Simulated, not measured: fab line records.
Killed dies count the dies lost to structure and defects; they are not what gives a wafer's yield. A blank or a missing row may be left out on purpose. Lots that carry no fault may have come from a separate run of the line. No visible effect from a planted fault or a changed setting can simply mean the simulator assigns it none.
Which tool is to blame? -- flow sky130 -- Sampling: 10 lots, 30 wafers, 6 of 708 route steps

## WHAT THE GAUGES SHOWED, per wafer
SKY_VIA1_OVL_MEAS_13.
lot,measured,on,VIA1_OVL (nm)
L929,day 35 20:50,overlay-02,2 -7 -5
L933,day 35 21:12,overlay-01,-6 -6 -5
L934,day 35 21:26,overlay-02,1 4 1
L937,day 36 22:38,overlay-02,-6 -1 -6
L939,day 38 01:17,overlay-01,6 -5 -5
L945,day 39 02:29,overlay-01,-3 -8 -10
L943,day 39 02:53,overlay-01,1 6 3
L947,day 39 04:44,overlay-01,-15 -10 1
L950,day 40 10:45,overlay-02,1 -5 -8
L951,day 40 11:37,overlay-02,-6 -5 -10

SKY_VIA1_RS_MEAS_22: uses a four-point probe to measure.
lot,measured,on,VIA1_W_RS (ohm/sq)
L929,day 35 21:43,filmMetro-03,0.428 0.432 0.425
L933,day 35 22:05,filmMetro-01,0.430 0.432 0.431
L934,day 35 22:23,filmMetro-01,0.430 0.424 0.428
L937,day 36 23:31,filmMetro-04,0.379 0.380 0.384
L939,day 38 02:15,filmMetro-01,0.370 0.378 0.373
L945,day 39 03:23,filmMetro-04,0.428 0.429 0.431
L943,day 39 03:49,filmMetro-01,0.425 0.427 0.423
L947,day 39 05:37,filmMetro-03,0.436 0.439 0.430
L950,day 40 11:41,filmMetro-01,0.427 0.429 0.431
L951,day 40 12:32,filmMetro-01,0.445 0.435 0.437

SKY_VIA1_THK_MEAS_23: measures by xrf.
lot,measured,on,VIA1_W_THK (nm)
L929,day 35 21:50,filmMetro-03,270 267 274
L933,day 35 22:12,filmMetro-01,269 271 269
L934,day 35 22:29,filmMetro-01,272 275 273
L937,day 36 23:38,filmMetro-04,304 303 301
L939,day 38 02:22,filmMetro-01,313 309 310
L945,day 39 03:30,filmMetro-04,270 269 270
L943,day 39 03:56,filmMetro-01,276 278 277
L947,day 39 05:44,filmMetro-03,265 265 268
L950,day 40 11:47,filmMetro-01,275 273 272
L951,day 40 12:38,filmMetro-01,263 270 268

## WHAT TOOL EACH LOT RAN ON (gives the tool, then ch and the chambers of the sampled wafers, and finally the start)
lot,SKY_METAL1_SPUTTER_04,SKY_VIA1_STRIP_16,SKY_VIA1_CVD_21
L929,"pvdSputter-02, day 33 01:07","plasmaAsher-04 ch 0,1, day 35 20:58","cvdW-02 ch 0,1, day 35 21:37"
L933,"pvdSputter-03, day 33 03:13","plasmaAsher-01 ch 0,1, day 35 21:19","cvdW-01 ch 0,1, day 35 21:59"
L934,"pvdSputter-02, day 33 03:56","plasmaAsher-03 ch 0, day 35 21:34","cvdW-02 ch 1, day 35 22:16"
L937,"pvdSputter-02, day 34 14:56","plasmaAsher-03 ch 0,1, day 36 22:46","cvdW-02 ch 0,1, day 36 23:26"
L939,"pvdSputter-03, day 35 20:42","plasmaAsher-03 ch 0,1, day 38 01:28","cvdW-02 ch 0,1, day 38 02:09"
L945,"pvdSputter-04, day 36 22:19","plasmaAsher-04 ch 0,1, day 39 02:37","cvdW-01 ch 0,1, day 39 03:16"
L943,"pvdSputter-04, day 36 23:02","plasmaAsher-03 ch 0,1, day 39 03:01","cvdW-01 ch 0, day 39 03:43"
L947,"pvdSputter-03, day 37 00:34","plasmaAsher-04 ch 0,1, day 39 04:52","cvdW-01 ch 0,1, day 39 05:31"
L950,"pvdSputter-02, day 38 07:32","plasmaAsher-03 ch 0,1, day 40 10:54","cvdW-01 ch 0,1, day 40 11:35"
L951,"pvdSputter-03, day 38 08:09","plasmaAsher-01 ch 0,1, day 40 11:45","cvdW-01 ch 0,1, day 40 12:26"
- SKY_METAL1_SPUTTER_04: material TiN, target thk 70 nm, time 58.3 s.
- SKY_VIA1_STRIP_16: strips in O2/N2.
- SKY_VIA1_CVD_21: deposits W, target thk 270 nm, time 80.902 s.

## WHAT THE TOOLS THEMSELVES READ (means of the sampled wafers that have a number; where no wafer has one, the mark that the record gives instead)
SKY_METAL1_SPUTTER_04.
lot,tool,chamberPressurePa (Pa),throttleValvePct (%)
L929,pvdSputter-02,0.3992,30.0
L933,pvdSputter-03,0.4003,30.2
L934,pvdSputter-02,0.4003,31.4
L937,pvdSputter-02,0.3995,30.3
L939,pvdSputter-03,0.4001,30.8
L945,pvdSputter-04,0.3999,29.8
L943,pvdSputter-04,0.4001,30.4
L947,pvdSputter-03,0.3994,29.6
L950,pvdSputter-02,0.3998,30.7
L951,pvdSputter-03,0.3995,29.1

SKY_VIA1_STRIP_16.
lot,tool,drypumpMotorCurrentA (A),oesProductAu (a.u.),stripTimeToEndpointS (s)
L929,plasmaAsher-04,5.72,0.416,4.493
L933,plasmaAsher-01,5.73,0.416,4.463
L934,plasmaAsher-03,6.02,0.417,4.465
L937,plasmaAsher-03,5.51,0.415,4.483
L939,plasmaAsher-03,5.78,0.415,4.477
L945,plasmaAsher-04,5.73,0.419,4.438
L943,plasmaAsher-03,5.76,0.412,4.456
L947,plasmaAsher-04,5.87,0.415,4.461
L950,plasmaAsher-03,5.55,0.417,4.458
L951,plasmaAsher-01,5.76,0.415,4.475

SKY_VIA1_CVD_21.
lot,tool,chamberPressureTorr (Torr),heaterPowerW (W),susceptorTempC (C)
L929,cvdW-02,40.00,993,399.78
L933,cvdW-01,40.01,898,399.90
L934,cvdW-02,39.98,940,400.27
L937,cvdW-02,50.60,954,400.05
L939,cvdW-02,50.69,1016,399.96
L945,cvdW-01,40.04,910,400.07
L943,cvdW-01,39.93,972,400.08
L947,cvdW-01,39.91,839,399.83
L950,cvdW-01,39.97,921,400.02
L951,cvdW-01,40.13,852,400.12

## THE ANSWER, worked out from the rows above alone
Rule: what is usual is taken from the lots themselves. The widest of any qualifying gaps counts: lots, ordered by their means at a reading, are off when they make up no more than a third of the lots, leave a main group of 4 or more, and stand apart from it by 3 or more times the standard deviation of that group's means. Not used: any main group whose means are identical at the precision the tables above print for the reading. Also off: a lot with no number at a reading for which 4 or more lots have one. Where the step has rows for the other lots, those lots are counted as sound. Order of review: gauges by route order, followed by the tools' own readings, for which a lot's mean as printed above is used. At the first step where some lot is off, the reading lying furthest off is the one used; lots without a number count as furthest.
Off: at SKY_VIA1_RS_MEAS_22 (VIA1_W_RS), L937, L939. The main group: mean 0.430 ohm/sq, standard deviation 0.0042.
A tool fits if, at a process step before that reading, it ran every lot that is off, and no sound lot after the first of them. The gauges at SKY_VIA1_RS_MEAS_22 aren't tried: what is off there is off at SKY_VIA1_CVD_21 too, on other tools, and a gauge's error can't cause that. One fits: cvdW-02 at SKY_VIA1_CVD_21. A fault onset in the window from L934 (day 35 22:16, its last sound lot) to L937 (day 36 23:26, its first lot off) fits.
On the lots that are off, the tool's own readings at SKY_VIA1_CVD_21 differ by more than 5 times the standard deviation of the sound lots' means, which bears it out; chamberPressureTorr reads 50.64 Torr there versus 40.00 Torr on the sound lots.

## WHAT THE SIMULATOR PUT IN
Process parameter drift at SKY_VIA1_CVD_21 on cvdW-02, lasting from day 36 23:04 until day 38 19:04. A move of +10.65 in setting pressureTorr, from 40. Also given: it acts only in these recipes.
Shown lots that were struck: L937, L939. The rule given above showed the same thing.
